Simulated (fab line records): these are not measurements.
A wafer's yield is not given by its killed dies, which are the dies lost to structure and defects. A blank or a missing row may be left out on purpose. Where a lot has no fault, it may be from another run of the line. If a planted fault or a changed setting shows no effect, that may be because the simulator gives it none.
The same fault as seen by 2 desks | flow gf180mcu | what lay behind the numbers comes last; until then each desk has only its own

## TOOL OWNER'S DESK, cmp-01
The tool's own readings at GF_V5_CMP_26 (polishes, stops on SiO2, t overpolish 15 s, target thk 0 nm): means of the sampled wafers that have a number, for each lot that ran on this tool. A lot is out of limits, marked OUT, if its mean lies more than 4 standard deviations from the usual mean; the brackets give that distance.
Columns: A = motor_current_A at GF_V5_CMP_26, usual 10.6 A; B = overpolish_run_s at GF_V5_CMP_26, usual 15.000 s; C = time_to_endpoint_s at GF_V5_CMP_26, usual 85 s
lot  | first seen here | A    | B                | C
L559 | day 27 00:15    | 9.9  | 14.998           | 87
L561 | day 27 18:01    | 10.4 | 14.995           | 87
L562 | day 28 02:04    | 8.9  | 15.009           | 91
L563 | day 28 12:10    | 9.3  | 15.010           | 89
L567 | day 29 06:56    | 10.7 | 15.621 (+65) OUT | 89
L568 | day 29 18:02    | 9.3  | 15.620 (+65) OUT | 90
L577 | day 32 20:35    | 11.7 | 15.004           | 83
L579 | day 33 10:31    | 9.5  | 15.013           | 87
L581 | day 33 20:06    | 9.3  | 14.990           | 82
L582 | day 33 20:45    | 9.3  | 14.984           | 88
L580 | day 33 21:15    | 9.4  | 15.004           | 82
This desk's verdict: out of limits on L567, L568, starting with L567 at day 29 06:56 (overpolish_run_s at GF_V5_CMP_26). L559, L561, L562, L563, L577, L579, L581, L582, L580 stayed within limits.

## THE METROLOGY DESK
What the gauges read, lot by lot, whatever tool the lot ran on: means of the sampled wafers that have a number. A lot is out of limits, marked OUT, if its mean lies more than 4 standard deviations from the usual mean; the brackets give that distance.
Columns: A = M2_ALCU_RS at GF_M2_RS_MEAS_05, usual 0.0694 ohm/sq
lot  | first seen here | A
L559 | day 18 00:34    | 0.0694
L561 | day 18 18:50    | 0.0703
L562 | day 19 04:21    | 0.0705
L563 | day 19 16:31    | 0.0696
L567 | day 20 16:35    | 0.0692
L568 | day 21 06:19    | 0.0705
L574 | day 24 01:47    | 0.0683
L575 | day 24 13:13    | 0.0699
L577 | day 25 07:01    | 0.0690
L579 | day 26 03:43    | 0.0697
L581 | day 26 12:13    | 0.0693
L582 | day 26 14:26    | 0.0705
L580 | day 26 14:38    | 0.0691
Result from this desk: across the 13 lots, nothing is out of limits.

## BROUGHT TOGETHER
An alarm could have come from the tool owner's desk at day 29 06:56, on L567, L568.
Nothing out of limits was seen by the metrology desk.
The metrology desk holds a record of L567, L568, inside its limits.
Every lot named ran GF_V5_CMP_26 on cmp-01.

## WHAT THE SIMULATOR PUT IN
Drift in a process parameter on cmp-01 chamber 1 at GF_V5_CMP_26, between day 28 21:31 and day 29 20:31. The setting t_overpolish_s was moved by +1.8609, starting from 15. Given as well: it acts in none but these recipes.
Lots struck among those shown: L567, L568.
Each desk's first reading out of limits, in hours after the fault started: the tool owner's desk, 9.
